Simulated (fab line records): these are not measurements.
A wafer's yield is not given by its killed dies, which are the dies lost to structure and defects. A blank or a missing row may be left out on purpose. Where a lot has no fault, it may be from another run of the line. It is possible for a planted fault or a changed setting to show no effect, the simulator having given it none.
Split-lot study || flow gf180mcu || 16 wafers read across 5 lots, on a route 602 steps long

## ABOUT THE SPLIT
At GF_TOP_METAL_METAL_ETCH_16 (etches the open film in Cl2/BCl3, stops on SiO2, target depth 1077.5 nm, time 179.6 s), the setting timeS was moved away from the recipe's 179.6 s on 5 of the 16 wafers read, by -13.9% to -5.6%. This setting was run at the recipe's value on the other wafers.

The reading is taken at the split's own step.

## THE READING
TOP_METAL.featureDepthNm (the simulator's own value, which no gauge read), in nm, at GF_TOP_METAL_METAL_ETCH_16 (etches the open film in Cl2/BCl3, stops on SiO2, target depth 1077.5 nm, time 179.6 s). There is no usual value for it anywhere in the file. The 11 wafers here that ran the recipe average 1020.2 nm, standard deviation 7.4 nm.

{"wafer": "L075.1", "tool, chamber at the split": "rieMetal-03, 1", "timeS as run, s": 169.6, "against the recipe": "-5.6%", "TOP_METAL.featureDepthNm, nm": 1042, "against lot-mates on the recipe": "+12.0"}
{"wafer": "L075.6", "tool, chamber at the split": "rieMetal-03, 1", "timeS as run, s": 179.6, "against the recipe": "recipe", "TOP_METAL.featureDepthNm, nm": 1030, "against lot-mates on the recipe": "-"}
{"wafer": "L077.2", "tool, chamber at the split": "rieMetal-02, 0", "timeS as run, s": 154.6, "against the recipe": "-13.9%", "TOP_METAL.featureDepthNm, nm": 907.8, "against lot-mates on the recipe": -111.2}
{"wafer": "L077.4", "tool, chamber at the split": "rieMetal-02, 1", "timeS as run, s": 154.6, "against the recipe": "-13.9%", "TOP_METAL.featureDepthNm, nm": 927.3, "against lot-mates on the recipe": -91.7}
{"wafer": "L077.5", "tool, chamber at the split": "rieMetal-02, 1", "timeS as run, s": 179.6, "against the recipe": "recipe", "TOP_METAL.featureDepthNm, nm": 1019, "against lot-mates on the recipe": "-"}
{"wafer": "L080.1", "tool, chamber at the split": "rieMetal-02, 0", "timeS as run, s": 179.6, "against the recipe": "recipe", "TOP_METAL.featureDepthNm, nm": 1016, "against lot-mates on the recipe": "-"}
{"wafer": "L080.3", "tool, chamber at the split": "rieMetal-02, 1", "timeS as run, s": 179.6, "against the recipe": "recipe", "TOP_METAL.featureDepthNm, nm": 1037, "against lot-mates on the recipe": "-"}
{"wafer": "L080.6", "tool, chamber at the split": "rieMetal-02, 1", "timeS as run, s": 179.6, "against the recipe": "recipe", "TOP_METAL.featureDepthNm, nm": 1014, "against lot-mates on the recipe": "-"}
{"wafer": "L082.1", "tool, chamber at the split": "rieMetal-02, 1", "timeS as run, s": 179.6, "against the recipe": "recipe", "TOP_METAL.featureDepthNm, nm": 1019, "against lot-mates on the recipe": "-"}
{"wafer": "L082.2", "tool, chamber at the split": "rieMetal-02, 0", "timeS as run, s": 179.6, "against the recipe": "recipe", "TOP_METAL.featureDepthNm, nm": 1019, "against lot-mates on the recipe": "-"}
{"wafer": "L082.3", "tool, chamber at the split": "rieMetal-02, 1", "timeS as run, s": 179.6, "against the recipe": "recipe", "TOP_METAL.featureDepthNm, nm": 1019, "against lot-mates on the recipe": "-"}
{"wafer": "L082.5", "tool, chamber at the split": "rieMetal-02, 0", "timeS as run, s": 179.6, "against the recipe": "recipe", "TOP_METAL.featureDepthNm, nm": 1023, "against lot-mates on the recipe": "-"}
{"wafer": "L082.6", "tool, chamber at the split": "rieMetal-02, 1", "timeS as run, s": 179.6, "against the recipe": "recipe", "TOP_METAL.featureDepthNm, nm": 1018, "against lot-mates on the recipe": "-"}
{"wafer": "L085.2", "tool, chamber at the split": "rieMetal-01, 1", "timeS as run, s": 159.3, "against the recipe": "-11.3%", "TOP_METAL.featureDepthNm, nm": 947.5, "against lot-mates on the recipe": -60.5}
{"wafer": "L085.5", "tool, chamber at the split": "rieMetal-01, 1", "timeS as run, s": 159.3, "against the recipe": "-11.3%", "TOP_METAL.featureDepthNm, nm": 953.7, "against lot-mates on the recipe": -54.3}
{"wafer": "L085.6", "tool, chamber at the split": "rieMetal-01, 0", "timeS as run, s": 179.6, "against the recipe": "recipe", "TOP_METAL.featureDepthNm, nm": 1008, "against lot-mates on the recipe": "-"}

FIT RESULTS
A straight line over all 16 wafers: TOP_METAL.featureDepthNm changes by +6.65 nm for each +1% of timeS; r = +0.91; the points scatter about the line by 18 nm.
The same after taking each lot's own level away (the mean of its wafers on the recipe; 16 wafers): +6.25 nm for each +1%; r = +0.92; scatter 16 nm.
The reading moves by 87 nm for the largest change in timeS, on that fit.
Measured against the standard deviation above, the lots' own levels, which go from 1008.00 to 1030.00 nm, span 3.0 times it.
The two slopes are in agreement: the lot-to-lot level therefore moves the slope only a little.
Check: -73.2 nm against its lot-mates is what the line predicts for one of the wafers moved furthest among these (-13.9%) when that wafer is left out of the fit. Against them it came out at -111 nm.

## OTHER SPLITS APPLIED TO THESE WAFERS
Other splits were also applied to these wafers ahead of the reading. Each is held against what the fit with the lots' levels taken away leaves over:
{"other split on the same wafers": "GF_TOP_METAL_SPUTTER_02 timeS", "wafers away from the commonest value": 0, "r with TOP_METAL.featureDepthNm (lot level and that fit taken away)": "-"}
{"other split on the same wafers": "GF_TOP_METAL_COAT_09 spinRpm", "wafers away from the commonest value": 3, "r with TOP_METAL.featureDepthNm (lot level and that fit taken away)": -0.12}

## THE WHOLE CHAIN: every reading that the file lists as answering this split, in the file's order
{"step": "GF_TOP_METAL_METAL_ETCH_16", "what it does": "etches the open film in Cl2/BCl3, stops on SiO2, target depth 1077.5 nm, time 179.6 s", "reading": "TOP_METAL.featureDepthNm (the simulator's own value, which no gauge read)", "change (the file's fit)": "+5.8 nm for each +1% of the setting", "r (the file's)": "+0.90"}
{"step": "GF_TOP_METAL_METAL_ETCH_16", "what it does": "etches the open film in Cl2/BCl3, stops on SiO2, target depth 1077.5 nm, time 179.6 s", "reading": "NOVOLAK_of_TOP_METAL_COAT_09.thkNm (the simulator's own value, which no gauge read)", "change (the file's fit)": "-4.67 nm for each +1% of the setting, in a fit together with spinRpm@TOP_METAL_COAT_09", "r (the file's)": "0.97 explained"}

## FILE'S OWN FIT
TOP_METAL.featureDepthNm changes by +5.8 nm for each +1% of timeS, r = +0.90.
